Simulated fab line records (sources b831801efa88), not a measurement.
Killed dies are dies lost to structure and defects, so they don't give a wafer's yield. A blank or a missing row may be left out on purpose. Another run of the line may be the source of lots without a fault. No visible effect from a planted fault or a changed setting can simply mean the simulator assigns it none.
A single fault, viewed from 2 desks | flow sky130 | each desk holds nothing but its own numbers, with what lay behind them at the end

## TOOL OWNER'S DESK, lpcvd-01
The tool's own readings at SKY_POLY_GATE_CVD_00 (deposits poly-Si, target thk 180 nm, time 720 s): means of the sampled wafers that have a number, for each lot that ran on this tool. Marked OUT: a lot whose mean sits more than 4 standard deviations from the usual mean, which makes it out of limits; the brackets give that distance.
Columns: A = pressure-mtorr at SKY_POLY_GATE_CVD_00, usual 200.1 mTorr
lot  | first seen here | A
L255 | day 13 07:57    | 200.1
L258 | day 14 23:02    | 200.4
L260 | day 15 09:35    | 200.0
L266 | day 17 18:01    | 200.1
L267 | day 23 06:22    | 199.5
L268 | day 23 10:34    | 200.2
L276 | day 26 10:15    | 200.7
Finding of this desk: none of the 7 lots has anything out of limits.

## FROM THE METROLOGY DESK
What the gauges read, lot by lot, whatever tool the lot ran on: means of the sampled wafers that have a number. Marked OUT: a lot whose mean sits more than 4 standard deviations from the usual mean, which makes it out of limits; the brackets give that distance.
Columns: A = GATE_OXIDE_OVL at SKY_GATE_OXIDE_OVL_MEAS_10, usual -0.5 nm; B = GATE_OXIDE_TW at SKY_GATE_OXIDE_TW_MEAS_14, usual 224.9; C = POLY_GATE_CVD_00_THK at SKY_POLY_GATE_THK_MEAS_01, usual 179.7 nm
lot  | first seen here | A    | B     | C
L255 | day 13 05:55    | -2.4 | 223.6 | 178.6
L258 | day 14 20:52    | -0.4 | 224.3 | 181.1
L260 | day 15 07:17    | -0.2 | 224.9 | 183.5
L266 | day 17 15:20    | -1.6 | 224.0 | 178.5
L267 | day 18 03:22    | 0.5  | 226.1 | 180.4
L268 | day 18 07:37    | -1.8 | 224.3 | 178.5
L276 | day 21 08:07    | -0.5 | 225.5 | 179.9
Finding of this desk: none of the 7 lots has anything out of limits.

## PUT TOGETHER
The desk of the tool owner found nothing out of limits.
The metrology desk saw nothing out of limits.

## WHAT WAS PUT IN BY THE SIMULATOR
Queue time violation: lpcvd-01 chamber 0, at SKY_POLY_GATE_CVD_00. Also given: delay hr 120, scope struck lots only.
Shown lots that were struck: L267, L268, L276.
